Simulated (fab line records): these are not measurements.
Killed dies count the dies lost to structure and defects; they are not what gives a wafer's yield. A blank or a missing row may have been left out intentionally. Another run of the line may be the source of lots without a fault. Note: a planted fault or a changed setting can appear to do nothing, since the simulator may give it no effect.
Which tool is to blame?	flow sky130	Sampling: 13 lots, 39 wafers, 4 of 708 route steps

## WHAT EACH GAUGE READ, for each wafer
SKY_FIELD_ISO_CD_MEAS_13 targets a cd of 150 nm.
lot	measured	on	cd nm (nm)
L313	day 2 13:20	cd sem-02	148.7 149.0 149.8
L314	day 2 17:32	cd sem-02	151.8 150.3 152.1
L316	day 3 01:44	cd sem-02	150.2 147.6 150.2
L317	day 3 06:57	cd sem-02	148.2 149.6 149.8
L318	day 3 11:40	cd sem-02	148.8 149.1 149.0
L323	day 4 18:50	cd sem-01	148.2 147.8 147.5
L325	day 5 03:17	cd sem-01	153.1 151.5 150.9
L328	day 5 14:52	cd sem-01	152.0 150.3 150.4
L329	day 5 20:21	cd sem-02	150.2 150.0 149.8
L330	day 6 01:49	cd sem-01	150.6 150.0 149.1
L332	day 6 15:01	cd sem-02	150.8 150.9 150.3
L333	day 6 18:22	cd sem-02	150.9 151.5 152.7
L335	day 7 05:26	cd sem-01	150.7 149.4 149.6

SKY_POLY_GATE_THK_MEAS_21.
lot	measured	on	POLY_GATE_OXIDATION_THK (nm)
L313	day 16 23:51	film metro-01	3.99 4.00 3.90
L314	day 17 19:15	film metro-02	3.94 3.88 3.88
L316	day 18 01:25	film metro-02	4.07 4.05 4.01
L317	day 18 19:29	film metro-02	4.08 4.08 4.07
L318	day 19 05:37	film metro-02	4.04 3.99 4.06
L323	day 20 12:50	film metro-02	4.05 4.09 3.96
L325	day 21 12:23	film metro-02	3.90 3.88 3.93
L328	day 22 10:25	film metro-02	3.94 3.98 4.01
L329	day 22 12:11	film metro-04	3.93 3.97 4.06
L330	day 22 19:25	film metro-02	4.04 4.01 3.92
L332	day 23 14:24	film metro-01	3.94 4.01 3.90
L333	day 23 17:33	film metro-01	4.08 4.12 4.05
L335	day 24 10:59	film metro-02	4.00 3.97 3.91

SKY_LDD_HVN_TW_MEAS_10.
lot	measured	on	LDD_HVN_TW
L313	day 20 19:43	film metro-01	1461 1469 1470
L314	day 21 16:09	film metro-04	1440 1438 1435
L316	day 21 22:41	film metro-01	1469 1462 1462
L317	day 22 16:32	film metro-02	1441 1439 1449
L318	day 23 02:13	film metro-01	1481 1478 1469
L323	day 24 08:11	film metro-01	1473 1467 1468
L325	day 25 06:37	film metro-02	1438 1440 1439
L328	day 26 05:35	film metro-01	1459 1454 1460
L329	day 26 06:47	film metro-04	1426 1431 1422
L330	day 26 13:13	film metro-04	1423 1423 1432
L332	day 27 08:11	film metro-02	1437 1444 1437
L333	day 27 11:29	film metro-01	1455 1459 1455
L335	day 28 04:30	film metro-04	1418 1422 1412

## EACH LOT AND THE TOOL THAT RAN IT (in order: tool; ch and the chambers of the sampled wafers; start)
lot	SKY_NWELL_EXPOSE_07
L313	iline stepper-01 ch 0, day 4 13:32
L314	iline stepper-01 ch 0, day 4 17:04
L316	iline stepper-01 ch 0, day 5 04:13
L317	iline stepper-01 ch 0, day 5 14:29
L318	iline stepper-01 ch 0, day 5 22:24
L323	iline stepper-01 ch 0, day 6 22:01
L325	iline stepper-01 ch 0, day 7 12:47
L328	iline stepper-01 ch 0, day 8 01:20
L329	iline stepper-02 ch 0, day 8 05:24
L330	iline stepper-01 ch 0, day 8 11:20
L332	iline stepper-02 ch 0, day 9 00:04
L333	iline stepper-02 ch 0, day 9 03:55
L335	iline stepper-01 ch 0, day 9 19:53
- SKY_NWELL_EXPOSE_07: exposes mask NWM, target cd 840 nm.

## AS READ BY THE TOOLS THEMSELVES (means over the sampled wafers that have a number; for cases with no such wafer, the mark the record gives instead)
The record holds no such reading with a usual standard deviation.

## THE ANSWER, worked out from the rows above alone
Rule: the lots themselves supply what counts as usual. Put in order of their means at a reading, lots are off if they are a third of the lots or fewer, leave a main group of 4 or more, and stand apart from it by a gap of 3 or more times the standard deviation of the main group's means; of several such gaps the widest counts. A main group whose means are all the same, to the digits that the tables above print for the reading, isn't used. A lot without any number at a reading at which 4 lots or more have one is off too. The other lots that the step has rows for count as sound. First the gauges in route order, then the tools' own readings, where a lot's mean is used as printed above. The first step at which some lot is off is used, and at that step the reading that is off furthest; a lot without a number counts as furthest.
No lot is off at any reading shown: from this, nothing can be told.

## WHAT THE SIMULATOR PUT IN
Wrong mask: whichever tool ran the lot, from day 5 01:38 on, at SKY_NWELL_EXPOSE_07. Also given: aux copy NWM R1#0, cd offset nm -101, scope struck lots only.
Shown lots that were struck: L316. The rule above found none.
